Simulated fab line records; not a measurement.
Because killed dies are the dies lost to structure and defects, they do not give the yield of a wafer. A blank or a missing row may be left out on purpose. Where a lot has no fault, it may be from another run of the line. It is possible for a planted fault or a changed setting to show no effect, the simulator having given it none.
fab line records + flow sky130
record
- lots=11
- wafers=33
- last-day=50
route steps=708 shown LI_CONTACT@364 LOCAL_INTERCONNECT@388 METAL1@452
lots that met no fault: from a run of the same line without faults
start-h: the number of hours between the record's first day and the start of the first shown wafer of the lot + wait-h: hours elapsed since this lot's preceding step + " as in the row above + L1.1+2: a single row standing in for several wafers + - either no value or no given start + * or withheld: withheld + < > ~ a bound
route shown NAME@n: a module of which the file shows steps, and the number in the route of the first + usual: mean/standard deviation of fault-free wafers + same: alike in all rows + chamber/n: place in a boat + sites: the reading at each site + _std_site: the standard deviation of these + _edge_site: inner sites' mean taken away from outer sites' mean + radius-mm: for every site, how far away it sits from the centre of the wafer + mask NAME#n: copy n + behind: the last tool/chamber to shape the wafer + hold: what put the lot on hold/how long, in hours/how the hold closed + device: whichever transistor did not switch (one of n, p or np) + end of line: tests run on the same wafers once the route is complete + for a step that has no rows: nothing shown but its recipe + killed: not the wafer's yield, but the dies lost to structure and defects at the first sort + map: dies across one wafer; x = killed, . = not, _ = none there
set.NAME: the setting that was run; set.NAME@STEP: the one run at that earlier step + model.NAME: the simulator's own value behind a step, which no gauge read
the route's steps for a sample of lots (tables are steps, rows are wafers)
services: when a tool's chamber went out of use (start-h, in hours from the record's first day, below 0 if earlier), for how many hours, and the reason
## steps
# step SKY_LI_CONTACT_CMP_02
# recipe
- material=PSG
- down-force-psi=4
- platen-rpm=60
- pad-velocity-m-s=0.94248
# usual
- motor-current-A=12.0/1.7
- time-to-endpoint-s=32.4/2.8
| lot.wafer | tool   | chamber | start-h | wait-h | motor-current-A | time-to-endpoint-s |
|-----------|--------|---------|---------|--------|-----------------|--------------------|
| L178.4    | cmp-01 | 3       | 678.28  | 0.1    | 10.9            | 32.7               |
| L178.1    | "      | 1       | "       | "      | 12.7            | 34.9               |
| L178.5    | "      | 2       | "       | "      | 12.4            | 34.4               |
| L181.1    | cmp-01 | 1       | 721.63  | 0.1    | 13.1            | 34.8               |
| L181.4    | "      | 2       | "       | "      | 12.7            | 34.3               |
| L181.5    | "      | 2       | "       | "      | 12.0            | 36.8               |
| L183.1    | cmp-02 | 3       | 730.77  | 0.1    | 11.9            | 33.5               |
| L183.3    | "      | 1       | "       | "      | 11.3            | 33.3               |
| L183.5    | "      | 3       | "       | "      | 11.5            | 32.3               |
| L184.3    | cmp-01 | 2       | 734.10  | 0.1    | 12.0            | 28.3               |
| L184.1    | "      | 3       | "       | "      | 9.9             | 31.5               |
| L184.6    | "      | 1       | "       | "      | 12.4            | 27.0               |
| L186.3    | cmp-01 | 3       | 743.13  | 0.1    | 10.2            | 31.8               |
| L186.6    | "      | 1       | "       | "      | 12.6            | 28.9               |
| L186.5    | "      | 2       | "       | "      | 12.4            | 32.0               |
| L187.3    | cmp-02 | 0       | 776.03  | 0.1    | 11.5            | 32.8               |
| L187.5    | "      | 3       | "       | "      | 12.4            | 32.3               |
| L187.6    | "      | 0       | "       | "      | 11.5            | 32.5               |
| L193.4    | cmp-02 | 2       | 783.04  | 0.1    | 14.9            | 29.6               |
| L193.2    | "      | 3       | "       | "      | 11.8            | 31.1               |
| L193.5    | "      | 2       | "       | "      | 15.7            | 26.9               |
| L196.1    | cmp-02 | 2       | 796.90  | 0.1    | 15.1            | 33.6               |
| L196.4    | "      | 3       | "       | "      | 11.7            | 34.3               |
| L196.5    | "      | 0       | "       | "      | 12.0            | 33.1               |
| L198.1    | cmp-02 | 2       | 819.23  | 0.1    | 14.8            | 33.2               |
| L198.3    | "      | 1       | "       | "      | 11.1            | 35.0               |
| L198.5    | "      | 2       | "       | "      | 15.8            | 30.3               |
| L199.2    | cmp-02 | 0       | 824.23  | 0.0    | 11.2            | 34.5               |
| L199.1    | "      | 2       | "       | "      | 15.5            | 28.8               |
| L199.6    | "      | 0       | "       | "      | 11.3            | 36.8               |
| L200.1    | cmp-01 | 3       | 826.99  | 0.1    | 10.0            | 34.3               |
| L200.2    | "      | 0       | "       | "      | 8.7             | 37.8               |
| L200.6    | "      | 2       | "       | "      | 12.4            | 36.7               |
# step SKY_LI_CONTACT_CD_MEAS_12
# recipe
- target-cd-nm=170
# usual
- cd-nm=170.1/1.5
| lot.wafer | tool      | chamber | start-h | wait-h | cd-nm |
|-----------|-----------|---------|---------|--------|-------|
| L178.1    | cd-sem-01 | -       | 706.89  | -      | 171.5 |
| L178.4    | "         | -       | "       | "      | 171.5 |
| L178.5    | "         | -       | "       | "      | 170.6 |
| L181.1    | cd-sem-01 | -       | 748.40  | -      | 168.2 |
| L181.4    | "         | -       | "       | "      | 167.8 |
| L181.5    | "         | -       | "       | "      | 169.8 |
| L183.1    | cd-sem-02 | -       | 758.59  | -      | 172.9 |
| L183.3    | "         | -       | "       | "      | 170.8 |
| L183.5    | "         | -       | "       | "      | 171.6 |
| L184.1    | cd-sem-01 | -       | 762.75  | -      | 171.3 |
| L184.3    | "         | -       | "       | "      | 172.9 |
| L184.6    | "         | -       | "       | "      | 171.0 |
| L186.3    | cd-sem-02 | -       | 770.64  | -      | 166.7 |
| L186.5    | "         | -       | "       | "      | 168.3 |
| L186.6    | "         | -       | "       | "      | 167.8 |
| L187.3    | cd-sem-02 | -       | 802.19  | -      | 171.2 |
| L187.5    | "         | -       | "       | "      | 172.4 |
| L187.6    | "         | -       | "       | "      | 171.5 |
| L193.2    | cd-sem-01 | -       | 809.72  | -      | 168.9 |
| L193.4    | "         | -       | "       | "      | 169.2 |
| L193.5    | "         | -       | "       | "      | 169.3 |
| L196.1    | cd-sem-01 | -       | 824.55  | -      | 170.3 |
| L196.4    | "         | -       | "       | "      | 171.5 |
| L196.5    | "         | -       | "       | "      | 169.9 |
| L198.1    | cd-sem-01 | -       | 846.12  | -      | 167.6 |
| L198.3    | "         | -       | "       | "      | 168.3 |
| L198.5    | "         | -       | "       | "      | 167.9 |
| L199.1    | cd-sem-01 | -       | 849.84  | -      | 172.5 |
| L199.2    | "         | -       | "       | "      | 171.1 |
| L199.6    | "         | -       | "       | "      | 171.4 |
| L200.1    | cd-sem-01 | -       | 853.00  | -      | 171.2 |
| L200.2    | "         | -       | "       | "      | 170.6 |
| L200.6    | "         | -       | "       | "      | 169.6 |
# step SKY_LOCAL_INTERCONNECT_RS_MEAS_01
# recipe
- thk-meas-gauge=four-point-probe
- reads=TiN_of_LOCAL_INTERCONNECT_SPUTTER_00
# usual
- LOCAL_INTERCONNECT_TIN_RS=14.14/0.14
| lot.wafer | tool          | chamber | start-h | wait-h | LOCAL_INTERCONNECT_TIN_RS[ohm/sq] |
|-----------|---------------|---------|---------|--------|-----------------------------------|
| L178.1    | film-metro-02 | -       | 708.28  | 0.0    | 14.05                             |
| L178.4    | "             | -       | "       | "      | 14.14                             |
| L178.5    | "             | -       | "       | "      | 14.28                             |
| L181.1    | film-metro-04 | -       | 749.80  | 0.0    | 14.28                             |
| L181.4    | "             | -       | "       | "      | 14.08                             |
| L181.5    | "             | -       | "       | "      | 14.34                             |
| L183.1    | film-metro-04 | -       | 759.98  | 0.0    | 13.95                             |
| L183.3    | "             | -       | "       | "      | 13.93                             |
| L183.5    | "             | -       | "       | "      | 14.07                             |
| L184.1    | film-metro-01 | -       | 764.13  | 0.0    | 14.09                             |
| L184.3    | "             | -       | "       | "      | 14.07                             |
| L184.6    | "             | -       | "       | "      | 13.97                             |
| L186.3    | film-metro-01 | -       | 772.03  | 0.1    | 14.10                             |
| L186.5    | "             | -       | "       | "      | 14.14                             |
| L186.6    | "             | -       | "       | "      | 14.14                             |
| L187.3    | film-metro-02 | -       | 803.59  | 0.1    | 14.18                             |
| L187.5    | "             | -       | "       | "      | 14.12                             |
| L187.6    | "             | -       | "       | "      | 14.23                             |
| L193.2    | film-metro-01 | -       | 811.12  | 0.1    | 14.08                             |
| L193.4    | "             | -       | "       | "      | 13.94                             |
| L193.5    | "             | -       | "       | "      | 14.07                             |
| L196.1    | film-metro-04 | -       | 825.94  | 0.0    | 14.09                             |
| L196.4    | "             | -       | "       | "      | 14.10                             |
| L196.5    | "             | -       | "       | "      | 14.08                             |
| L198.1    | film-metro-02 | -       | 847.50  | 0.0    | 14.38                             |
| L198.3    | "             | -       | "       | "      | 14.51                             |
| L198.5    | "             | -       | "       | "      | 14.56                             |
| L199.1    | film-metro-01 | -       | 851.29  | 0.0    | 14.07                             |
| L199.2    | "             | -       | "       | "      | 13.95                             |
| L199.6    | "             | -       | "       | "      | 14.00                             |
| L200.1    | film-metro-04 | -       | 854.39  | 0.0    | 14.05                             |
| L200.2    | "             | -       | "       | "      | 14.12                             |
| L200.6    | "             | -       | "       | "      | 14.04                             |
# step SKY_METAL1_ETCH_18
# recipe
- chemistry=N2/H2
- target=BARC
- ion-energy-ev=200
- bias-w=100
- pressure-mtorr=30
- n2-flow-sccm=100
- h2-flow-sccm=200
- icp-w=500
- stop-on=SiO2
- time-s=45.9
- target-depth-a=600
# usual
- drypump-motor-current-A=6.01/0.21
- oes-product-au=0.854/0.0047
- throttle-valve-pct=13.224/0.0094
| lot.wafer | tool         | chamber | start-h | wait-h | drypump-motor-current-A | oes-product-au | rf-hours-counter-h | throttle-valve-pct |
|-----------|--------------|---------|---------|--------|-------------------------|----------------|--------------------|--------------------|
| L178.1    | rie-metal-01 | 1       | 792.13  | 0.0    | 5.96                    | 0.853          | 2                  | 13.226             |
| L178.4    | "            | 0       | "       | "      | 6.01                    | 0.851          | -                  | 13.221             |
| L178.5    | "            | 1       | "       | "      | 5.95                    | 0.851          | -                  | 13.206             |
| L181.1    | rie-metal-01 | 0       | 833.19  | 0.0    | 6.03                    | 0.850          | 8                  | 13.234             |
| L181.4    | "            | 0       | "       | "      | 6.00                    | 0.865          | -                  | 13.210             |
| L181.5    | "            | 1       | "       | "      | 5.98                    | 0.853          | -                  | 13.227             |
| L183.1    | rie-metal-01 | 0       | 842.02  | 0.1    | 5.97                    | 0.858          | 9                  | 13.235             |
| L183.3    | "            | 0       | "       | "      | 6.02                    | 0.842          | -                  | 13.222             |
| L183.5    | "            | 0       | "       | "      | 6.01                    | 0.858          | -                  | 13.223             |
| L184.1    | rie-metal-03 | 1       | 846.65  | 0.0    | 6.40                    | 0.851          | 15                 | 13.226             |
| L184.3    | "            | 0       | "       | "      | 5.86                    | 0.846          | -                  | 13.219             |
| L184.6    | "            | 0       | "       | "      | 5.87                    | 0.856          | -                  | 13.222             |
| L186.3    | rie-metal-03 | 1       | 853.46  | 0.0    | 6.40                    | 0.846          | -                  | 13.226             |
| L186.5    | "            | 1       | "       | "      | 6.38                    | 0.853          | -                  | 13.214             |
| L186.6    | "            | 0       | "       | "      | 5.84                    | 0.857          | -                  | 13.219             |
| L187.3    | rie-metal-03 | 0       | 884.36  | 0.0    | 5.81                    | 0.860          | -                  | 13.219             |
| L187.5    | "            | 0       | "       | "      | 5.84                    | 0.855          | -                  | 13.225             |
| L187.6    | "            | 1       | "       | "      | 6.39                    | 0.848          | -                  | 13.216             |
| L193.2    | rie-metal-01 | 0       | 893.34  | 0.1    | 5.97                    | 0.853          | -                  | 13.223             |
| L193.4    | "            | 0       | "       | "      | 5.97                    | 0.864          | -                  | 13.243             |
| L193.5    | "            | 0       | "       | "      | 6.00                    | 0.869          | -                  | 13.220             |
| L196.1    | rie-metal-01 | 0       | 907.76  | 0.1    | 5.99                    | 0.858          | 14                 | 13.223             |
| L196.4    | "            | 0       | "       | "      | 6.00                    | 0.853          | -                  | 13.223             |
| L196.5    | "            | 0       | "       | "      | 6.02                    | 0.857          | -                  | 13.217             |
| L198.1    | rie-metal-03 | 1       | 926.04  | 0.0    | 6.42                    | 0.850          | 3                  | 13.238             |
| L198.3    | "            | 0       | "       | "      | 5.83                    | 0.851          | -                  | 13.221             |
| L198.5    | "            | 1       | "       | "      | 6.40                    | 0.863          | -                  | 13.230             |
| L199.1    | rie-metal-03 | 1       | 931.09  | 0.0    | 6.41                    | 0.849          | 3                  | 13.222             |
| L199.2    | "            | 0       | "       | "      | 5.85                    | 0.859          | 4                  | 13.217             |
| L199.6    | "            | 0       | "       | "      | 5.81                    | 0.853          | -                  | 13.225             |
| L200.1    | rie-metal-03 | 1       | 934.59  | 0.0    | 6.41                    | 0.853          | 3                  | 13.218             |
| L200.2    | "            | 0       | "       | "      | 5.88                    | 0.858          | 4                  | 13.224             |
| L200.6    | "            | 0       | "       | "      | 5.86                    | 0.859          | -                  | 13.236             |
# step SKY_METAL1_STRIP_20
# recipe
- chemistry=O2/N2
- power-w=1400
- pressure-mtorr=1500
- platen-temp-c=withheld
- o2-flow-sccm=3000
- n2-flow-sccm=300
- overash-fraction=0.5
# usual
- drypump-motor-current-A=5.6/0.52
- oes-product-au=0.344/0.0047
- strip-time-to-endpoint-s=2.72/0.035
| lot.wafer | tool            | chamber | start-h | wait-h | drypump-motor-current-A | oes-product-au | rf-hours-counter-h | strip-time-to-endpoint-s |
|-----------|-----------------|---------|---------|--------|-------------------------|----------------|--------------------|--------------------------|
| L178.1    | plasma-asher-02 | 1       | 792.28  | 0.1    | 5.9                     | 0.344          | 65                 | 2.73                     |
| L178.4    | "               | 1       | "       | "      | 5.9                     | 0.339          | -                  | 2.72                     |
| L178.5    | "               | 1       | "       | "      | 5.9                     | 0.347          | -                  | 2.73                     |
| L181.1    | plasma-asher-01 | 0       | 833.34  | 0.1    | 5.2                     | 0.337          | 39                 | 2.71                     |
| L181.4    | "               | 0       | "       | "      | 5.2                     | 0.336          | -                  | 2.75                     |
| L181.5    | "               | 1       | "       | "      | 6.3                     | 0.342          | -                  | 2.68                     |
| L183.1    | plasma-asher-01 | 1       | 842.33  | 0.1    | 6.2                     | 0.353          | 40                 | 2.72                     |
| L183.3    | "               | 0       | "       | "      | 5.3                     | 0.344          | -                  | 2.74                     |
| L183.5    | "               | 1       | "       | "      | 6.2                     | 0.346          | -                  | 2.72                     |
| L184.1    | plasma-asher-01 | 0       | 846.81  | 0.1    | 5.3                     | 0.345          | 41                 | 2.73                     |
| L184.3    | "               | 0       | "       | "      | 5.3                     | 0.345          | -                  | 2.70                     |
| L184.6    | "               | 1       | "       | "      | 6.2                     | 0.343          | -                  | 2.74                     |
| L186.3    | plasma-asher-01 | 0       | 853.63  | 0.1    | 5.2                     | 0.338          | -                  | 2.72                     |
| L186.5    | "               | 0       | "       | "      | 5.3                     | 0.341          | -                  | 2.75                     |
| L186.6    | "               | 1       | "       | "      | 6.2                     | 0.343          | -                  | 2.73                     |
| L187.3    | plasma-asher-02 | 1       | 884.53  | 0.1    | 5.9                     | 0.344          | -                  | 2.71                     |
| L187.5    | "               | 0       | "       | "      | 4.7                     | 0.352          | -                  | 2.72                     |
| L187.6    | "               | 1       | "       | "      | 5.9                     | 0.347          | -                  | 2.70                     |
| L193.2    | plasma-asher-04 | 0       | 893.63  | 0.1    | 5.2                     | 0.338          | 16                 | 2.72                     |
| L193.4    | "               | 0       | "       | "      | 5.2                     | 0.350          | -                  | 2.70                     |
| L193.5    | "               | 0       | "       | "      | 5.2                     | 0.338          | -                  | 2.51                     |
| L196.1    | plasma-asher-02 | 0       | 908.07  | 0.1    | 4.7                     | 0.337          | 73                 | 2.56                     |
| L196.4    | "               | 0       | "       | "      | 4.7                     | 0.346          | -                  | 2.77                     |
| L196.5    | "               | 0       | "       | "      | 4.7                     | 0.345          | -                  | 2.55                     |
| L198.1    | plasma-asher-02 | 1       | 926.19  | 0.1    | 5.9                     | 0.350          | 75                 | 2.72                     |
| L198.3    | "               | 1       | "       | "      | 5.9                     | 0.343          | -                  | 2.78                     |
| L198.5    | "               | 1       | "       | "      | 5.9                     | 0.343          | -                  | 2.70                     |
| L199.1    | plasma-asher-02 | 0       | 931.24  | 0.1    | 4.8                     | 0.345          | 76                 | 2.64                     |
| L199.2    | "               | 1       | "       | "      | 5.9                     | 0.342          | 76                 | 2.68                     |
| L199.6    | "               | 1       | "       | "      | 5.9                     | 0.349          | -                  | 2.71                     |
| L200.1    | plasma-asher-01 | 0       | 934.74  | 0.1    | 5.3                     | 0.340          | 50                 | 2.69                     |
| L200.2    | "               | 1       | "       | "      | 6.2                     | 0.347          | 50                 | 2.75                     |
| L200.6    | "               | 0       | "       | "      | 5.3                     | 0.346          | -                  | 2.74                     |
## services
| tool            | chamber | start-h | hours | kind                           |
|-----------------|---------|---------|-------|--------------------------------|
| cmp-01          | -       | 658.16  | 2.2   | repair                         |
| cmp-01          | -       | 660.35  | 6.6   | pm                             |
| plasma-asher-02 | -       | 668.94  | 2.8   | pm                             |
| cmp-02          | -       | 687.29  | 3.5   | repair                         |
| cmp-02          | -       | 688.79  | 3.8   | repair                         |
| rie-metal-03    | -       | 702.50  | 2.8   | pm                             |
| rie-metal-03    | 0       | 728.97  | 12.9  | repair                         |
| cmp-01          | -       | 730.70  | 0.3   | repair                         |
| plasma-asher-04 | -       | 733.75  | 9.0   | pm                             |
| cmp-02          | -       | 735.54  | 4.9   | pm                             |
| plasma-asher-04 | -       | 742.75  | 2.8   | pm                             |
| cmp-02          | -       | 744.37  | 4.0   | pm                             |
| cmp-02          | -       | 748.37  | -     | consumable-replace:conditioner |
| cmp-02          | -       | 748.37  | -     | consumable-replace:pad         |
| rie-metal-01    | 1       | 811.51  | 9.1   | repair                         |
| plasma-asher-02 | -       | 818.87  | 38.9  | pm                             |
| cmp-02          | -       | 829.58  | 0.8   | repair                         |
| cmp-01          | -       | 837.63  | 7.8   | pm                             |
| rie-metal-01    | 1       | 838.27  | 71.5  | repair                         |
| plasma-asher-02 | -       | 864.68  | 1.4   | repair                         |
| cmp-01          | -       | 874.58  | 1.3   | repair                         |
| plasma-asher-04 | -       | 883.22  | 0.8   | repair                         |
| cmp-01          | -       | 912.00  | 4.0   | pm                             |
| cmp-02          | -       | 927.84  | 27.9  | repair                         |
## key
first-sign
- step=SKY_METAL1_STRIP_20
- reading=strip-time-to-endpoint-s
- direction=down
- sigmas=5.2
- usual=*
- struck=*
effect none on later readings
met-at SKY_METAL1_ETCH_18
struck-lots L193,L196
struck-wafers L193.5,L196.1,L196.5
not-acting-at SKY_LI_CONTACT_CMP_02,SKY_LI_CONTACT_CD_MEAS_12,SKY_LOCAL_INTERCONNECT_RS_MEAS_01
onset-between 842.02 893.34
fault
- kind=process-parameter-drift
- tool=rie-metal-01
- chamber=-
- onset-h=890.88
- steps=SKY_METAL1_ETCH_18
- channel=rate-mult
- offset=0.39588
- shape=step
- end-h=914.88
- scope=struck-wafers-only
